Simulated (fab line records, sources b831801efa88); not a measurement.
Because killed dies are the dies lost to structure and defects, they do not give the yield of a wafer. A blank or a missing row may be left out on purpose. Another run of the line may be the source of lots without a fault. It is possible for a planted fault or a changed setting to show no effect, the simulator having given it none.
A struck lot beside a sound one	flow gf180mcu	14 out of 602 route steps
Sound: the wafers L370.1, L370.4, L370.6. Struck: wafers L385.2, L385.4, L385.6. At the end, the cause is stated.
At each step with rows: each side's tool, then ch and its chambers, then its first start. Under that, the readings that differ: sound wafers	struck wafers	difference of the means	sigmas: that difference in standard deviations of wafers without a fault.
alike: readings with means less than 2 such deviations apart, plus words and numbers identical on both sides. not compared: withheld readings, readings lacking a value on some wafer, bounds such as >300 that could conceal the same value, and numbers that have no deviation in the record and whose values overlap.
Wherever a step has rows on one side only, a row that says differs or no value, or a row with sigmas, the two part there. When numbers do not overlap yet have no deviation, they are printed without sigmas and do not part them. Lack of a reading on every wafer of one side parts them only where that side has two or more wafers.

first, 4 steps without rows for these wafers: GF_V1_SOFTBAKE_10 (time 60 s); GF_V1_EXPOSE_11 (exposes mask Via1, target cd 260 nm); GF_V1_PEB_12 (peb time 90 s); GF_V1_DEVELOP_13 (develop time 60 s).
GF_V1_CD_MEAS_14: target cd 260 nm.
  sound on cdSem-02, day 19 05:47; struck on cdSem-02, day 24 17:16
  alike: cdNm
GF_V1_OVL_MEAS_15:
  sound on overlay-01, day 19 05:55; struck on overlay-01, day 24 17:22
  alike: V1_OVL
GF_V1_ETCH_16: etches BARC in N2/H2.
  sound on rieDiel-01 ch 1,3, day 19 05:57; struck on rieDiel-02 ch 0,1,3, day 24 17:24
  alike: drypumpMotorCurrentA, oesProductAu, throttleValvePct
GF_V1_ETCH_17: etches SiO2 in C4F8/O2/Ar, stops on TiN, target depth 630 nm.
  sound: rieDiel-01 ch 1,3; struck: rieDiel-02 ch 0,1,3
  alike: oesProductAu
GF_V1_STRIP_18: strips in O2/N2.
  sound on plasmaAsher-02 ch 0,1, day 19 06:05; struck on plasmaAsher-01 ch 0,1, day 24 17:31
  alike: drypumpMotorCurrentA, heaterPowerW, oesProductAu, platenTempC
  not compared: rfHoursCounterH
then, 2 steps without rows for these wafers: GF_V1_STRIP_19 (strips in post etch residue remover, time 1200 s); GF_V1_CLEAN_20 (cleans in DIW).
GF_V1_SPUTTER_21: material Ti, target thk 15 nm, time 80.02 s.
  sound on pvdSputter-02, day 19 06:37; struck on pvdSputter-01, day 24 18:24
  alike: cathodeDcPowerW, chamberPressurePa, throttleValvePct
GF_V1_SPUTTER_22: material TiN, target thk 10 nm, time 40 s.
  sound on pvdSputter-02, day 19 06:41; struck on pvdSputter-01, day 24 18:28
  no value came back on the struck wafers for cathodeDcPowerW (W), chamberPressurePa (Pa), throttleValvePct (%); on the sound wafers cathodeDcPowerW (W) reads 3999.8 3999.7 4000.8
GF_V1_CVD_23: deposits W, target thk 350 nm, time 105.05 s.
  sound on cvdW-02 ch 1, day 19 06:43; struck on cvdW-02 ch 1, day 24 18:30
  alike: heaterPowerW

## WHERE THEY PART
GF_V1_SPUTTER_22 only, going by this record. Later steps at which nothing parts them and some readings are alike: GF_V1_CVD_23.

WHY: the cause the simulator had injected
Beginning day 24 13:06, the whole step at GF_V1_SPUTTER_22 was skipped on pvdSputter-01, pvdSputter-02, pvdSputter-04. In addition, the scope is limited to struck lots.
